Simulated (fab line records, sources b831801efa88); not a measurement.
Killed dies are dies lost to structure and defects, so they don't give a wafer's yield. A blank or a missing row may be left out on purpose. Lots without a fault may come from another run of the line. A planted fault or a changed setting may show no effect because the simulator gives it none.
Problem report in the 8D (eight disciplines) form, filled by code | flow gf180mcu | the parts of the form that need people (team, actions taken, sign-off) are left out

1. THE PROBLEM
strip_time_to_endpoint_s at GF_DNWELL_STRIP_08 reads a mean of 35.79 s on 6 wafers of 2 lots; wafers without a fault read 36.91 s with a standard deviation of 0.1. That is -11 standard deviations from the usual mean.
The step: strips in O2/N2.
First seen on wafer L942.3, day 5 11:29, on plasma_asher-01. The record holds 39 wafers of 13 lots with a number at this step. Rule for "out", or "out of limits": more than 4 standard deviations from the usual mean. The other wafers with a number count as sound.

2. WHAT IT IS AND WHAT IT IS NOT
question                    | is                       | is not
which readings at this step | strip_time_to_endpoint_s | drypump_motor_current_A, heater_power_w, oes_product_au
which lots                  | L942, L943               | L930, L932, L934, L935, L936, L938, L941, L946, L947, L951, L952
which wafers of those lots  | all that have a number   | -
read on which tools         | plasma_asher-01          | plasma_asher-02, plasma_asher-04
when                        | from day 5 11:29         | up to then (21 sound wafers); but 12 sound wafers of L946, L947, L951, L952 came after

3. SUSPECTS, AND WHAT RULES EACH OUT
Counting: a tool at a process step up to the reading stays a suspect if it ran every lot that is out and no sound lot after the first of them.
- litho_track-04 at GF_DNWELL_COAT_02 (resist thk 3000 nm): kept. It ran every lot that is out, first L942 (day 5 04:09), and no sound lot after that; its last sound lot up to then is L941 (day 4 19:43).
- plasma_asher-01 at GF_DNWELL_STRIP_08 (strips in O2/N2): ruled out as a lasting fault. Sound lots L946, L947, L951 ran on it after its first lot that is out, L942 (day 5 11:29).
Left after counting: litho_track-04 at GF_DNWELL_COAT_02.

4. THE CAUSE (what the simulator had put in)
Process parameter drift: litho_track-04, from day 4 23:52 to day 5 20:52, at GF_DNWELL_COAT_02. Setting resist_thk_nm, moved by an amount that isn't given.
Counting left only this tool.

5. THE CHAIN OF EFFECTS, in route order
Each row: a reading whose mean over the struck wafers that have a number lies more than 3 standard deviations from the usual. Only readings for which the record gives a usual standard deviation are gone through. hours: the time from each lot's start at the first step in this table that gives one to its start at this step, as a median over the lots. sigmas: the change in usual standard deviations.
hours | step               | reading                  | usual   | on struck wafers | change | sigmas
0     | GF_DNWELL_STRIP_08 | strip_time_to_endpoint_s | 36.91 s | 35.79            | -1.12  | -11
The process steps in it:
- GF_DNWELL_STRIP_08: strips in O2/N2.
Later measuring or inspecting steps at which every struck wafer that the step has a row for has a number for every such reading, and none has moved that far: GF_LVPWELL_TW_MEAS_11.

6. WHAT WOULD HAVE CAUGHT IT SOONER
In this record the first reading out of limits was taken at day 5 11:29, 12 hours after the fault began at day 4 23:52.
Of the tool readings at GF_DNWELL_COAT_02 for which the record gives a usual standard deviation, none was out on any struck wafer, so an alarm limit of 4 standard deviations on them would not have fired.
All the lots that are out (2) had begun GF_DNWELL_COAT_02 on litho_track-04 by day 5 11:29. A hold on the tool at that time would have spared none of them.
